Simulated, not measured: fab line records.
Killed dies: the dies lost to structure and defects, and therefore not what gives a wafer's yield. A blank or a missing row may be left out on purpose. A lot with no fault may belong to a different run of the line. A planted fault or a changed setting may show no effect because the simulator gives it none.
Which tool is to blame? ; flow gf180mcu ; 18 wafers from 6 lots sampled at 3 of the route's 602 steps

## WHAT THE GAUGES READ, wafer by wafer
GF_HV_LDD_CD_MEAS_07: target cd 400 nm.
lot;measured;on;cd_nm (nm)
L686;day 10 11:35;cd_sem-01;397.5 398.7 399.9
L688;day 11 05:14;cd_sem-02;401.6 401.7 401.1
L691;day 12 07:23;cd_sem-02;400.2 400.9 399.9
L693;day 12 18:45;cd_sem-01;402.7 400.3 400.6
L703;day 15 21:14;cd_sem-02;402.8 405.9 402.2
L706;day 16 16:07;cd_sem-01;399.3 400.4 398.7

## TOOL THAT RAN EACH LOT (tool first, then ch and the chambers of the sampled wafers, then the start)
lot;GF_DNWELL_STRIP_08;GF_VT_IMPLANT_WET_ETCH_50
L686;plasma_asher-01 ch 0,1, day 3 04:28;wet_bench-03 ch 3, day 8 02:06
L688;plasma_asher-01 ch 0,1, day 3 16:46;wet_bench-01 ch 2, day 8 16:27
L691;plasma_asher-02 ch 0, day 4 07:53;wet_bench-03 ch 2, day 9 13:56
L693;plasma_asher-02 ch 0,1, day 4 18:29;wet_bench-01 ch 3, day 10 02:09
L703;plasma_asher-02 ch 0,1, day 6 23:57;wet_bench-03 ch 0, day 12 23:06
L706;plasma_asher-01 ch 1, day 7 14:10;wet_bench-04 ch 0, day 13 17:17
- GF_DNWELL_STRIP_08: strips in O2/N2.
- GF_VT_IMPLANT_WET_ETCH_50: etches SiO2 in dHF, target depth 20 nm, time 400 s.

## THE ANSWER, worked out from the rows above alone
Rule: what is usual is taken from the lots themselves. The widest of any qualifying gaps counts: lots, ordered by their means at a reading, are off when they make up no more than a third of the lots, leave a main group of 4 or more, and stand apart from it by 3 or more times the standard deviation of that group's means. A main group whose means are all the same, to the digits that the tables above print for the reading, isn't used. Also off: a lot with no number at a reading for which 4 or more lots have one. The other lots that the step has rows for count as sound.
None of the lots is off at any reading shown; this tells nothing.

## WHAT THE SIMULATOR HAD INSERTED
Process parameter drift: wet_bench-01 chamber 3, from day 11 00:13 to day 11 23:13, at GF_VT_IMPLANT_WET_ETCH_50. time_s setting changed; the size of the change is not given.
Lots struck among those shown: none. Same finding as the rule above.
